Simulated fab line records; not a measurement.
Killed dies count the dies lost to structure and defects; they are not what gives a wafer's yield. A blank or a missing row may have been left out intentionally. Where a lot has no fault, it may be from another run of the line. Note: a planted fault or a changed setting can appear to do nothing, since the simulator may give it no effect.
Comparing a struck lot with a sound one :: flow sky130 :: 14 out of 708 route steps
Sound: the wafers L229.3, L229.4, L229.6. Wafers L223.2, L223.3, L223.4 were the ones struck. At the end, the cause is stated.
Order at every step that has rows: each side's tool, ch and its chambers, its first start. Under that, the readings that differ: sound wafers :: struck wafers :: difference of the means :: sigmas: that difference in standard deviations of wafers without a fault.
alike: a reading whose means differ by less than 2 such deviations, as well as words and numbers matching on both sides. not compared: withheld readings; readings where some wafer has no value; bounds like >300 that might hide an equal value; numbers whose values overlap and for which the record gives no deviation.
A row with sigmas, a row that says differs or no value, or rows on one side alone: a step with any of these is where the two part. Numbers that don't overlap but have no deviation are shown without sigmas and don't part them. Lack of a reading on every wafer of one side parts them only where that side has two or more wafers.

first, 4 steps without rows for these wafers: SKY_LDD_N_SOFTBAKE_03 (time 60 s); SKY_LDD_N_EXPOSE_04 (exposes mask NTM, target cd 840 nm); SKY_LDD_N_PEB_05; SKY_LDD_N_DEVELOP_06 (develop time 60 s).
SKY_LDD_N_OVL_MEAS_07:
  sound on overlay-02 at day 21 13:14; struck on overlay-01 at day 19 06:53
  alike: LDD_N_OVL
then, 7 steps without rows for these wafers: SKY_LDD_N_IMPLANT_08; SKY_LDD_N_IMPLANT_09; SKY_LDD_N_IMPLANT_10; SKY_LDD_N_IMPLANT_11; SKY_LDD_N_IMPLANT_12; SKY_LDD_N_IMPLANT_13; SKY_LDD_N_IMPLANT_14.
SKY_LDD_N_IMPLANT_15:
  sound on implanter-04 ch 0, day 21 14:22; struck on implanter-03, day 19 07:59
  no value came back on the struck wafers for beamEnergyKeV, beamOnS (s); on the sound wafers beamEnergyKeV reads 49.999 50.010 49.999
SKY_LDD_N_STRIP_16: strips in O2/N2.
  sound on plasmaAsher-01 ch 0,1, day 21 14:29; struck on plasmaAsher-03 ch 0,1, day 19 08:07
reading: stripTimeToEndpointS (s)
sound: 4.339 4.328 4.318
struck: 4.281 4.283 4.273
difference: -0.049
sigmas: -3
  alike: drypumpMotorCurrentA, oesProductAu
  not compared: rfHoursCounterH

## WHERE THEY PART
At SKY_LDD_N_IMPLANT_15 first; at SKY_LDD_N_STRIP_16 last (within this record only).

WHY: the cause the simulator had injected
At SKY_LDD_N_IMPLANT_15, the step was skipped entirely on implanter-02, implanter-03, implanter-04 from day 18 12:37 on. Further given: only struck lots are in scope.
